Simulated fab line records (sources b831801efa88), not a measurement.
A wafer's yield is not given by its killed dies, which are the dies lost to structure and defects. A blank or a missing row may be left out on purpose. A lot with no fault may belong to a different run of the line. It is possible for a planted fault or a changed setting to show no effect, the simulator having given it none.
Matching of chambers	flow sky130	SKY_POLY_CUT_ETCH_10 on rieDiel-01 has 4 sister chambers
The step etches BARC in N2/H2, stops on SiO2, time 45.9 s, target depth 60 nm. 8 wafers are shown with their chamber, then 7 later ones without.

## EACH WAFER AND ITS CHAMBER
wafer	chamber	oesProductAu (a.u.)	throttleValvePct (%)
L562.1	1	0.847	13.209
L562.5	3	0.866	13.242
L566.3	2	0.854	13.215
L568.2	2	0.858	13.215
L568.3	0	0.850	13.221
L568.4	3	0.857	13.234
L569.2	1	0.860	13.239
L569.5	0	0.855	13.224

## WAFERS WITH NO CHAMBER GIVEN
wafer	oesProductAu (a.u.)	throttleValvePct (%)
L569.6	0.854	13.220
L579.1	0.850	13.237
L579.3	0.862	13.218
L579.5	0.857	13.227
L580.1	0.853	13.232
L580.2	0.849	13.242
L580.6	0.858	13.228

## EACH ONE'S CHAMBER
wafer	from the rows above	in truth
L569.6	can't be placed: 0 or 1 or 2 or 3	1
L579.1	can't be placed: 1 or 0 or 3 or 2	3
L579.3	can't be placed: 2 or 1 or 0 or 3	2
L579.5	can't be placed: 1 or 0 or 2 or 3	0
L580.1	can't be placed: 1 or 0 or 3 or 2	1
L580.2	can't be placed: 1 or 0 or 3 or 2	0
L580.6	can't be placed: 1 or 0 or 3 or 2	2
Placed correctly: 0 of 7. Can't be placed from these rows: 7 (the true chamber is among the candidates in 7). Number placed wrongly: 0.
How it was worked out, from the rows above alone: a wafer's distance from a chamber is the root of the sum, over the readings, of the square of ((its reading less the chamber's mean) divided by the reading's scatter). If the next closest chamber is less than 2 further off than the closest, the wafer can't be placed; otherwise it belongs to the closest. Each chamber's mean is taken over the wafers shown for it. The scatter is the square root of a quotient: the sum, over the shown wafers, of each reading's squared deviation from its chamber's mean, divided by wafers minus chambers.
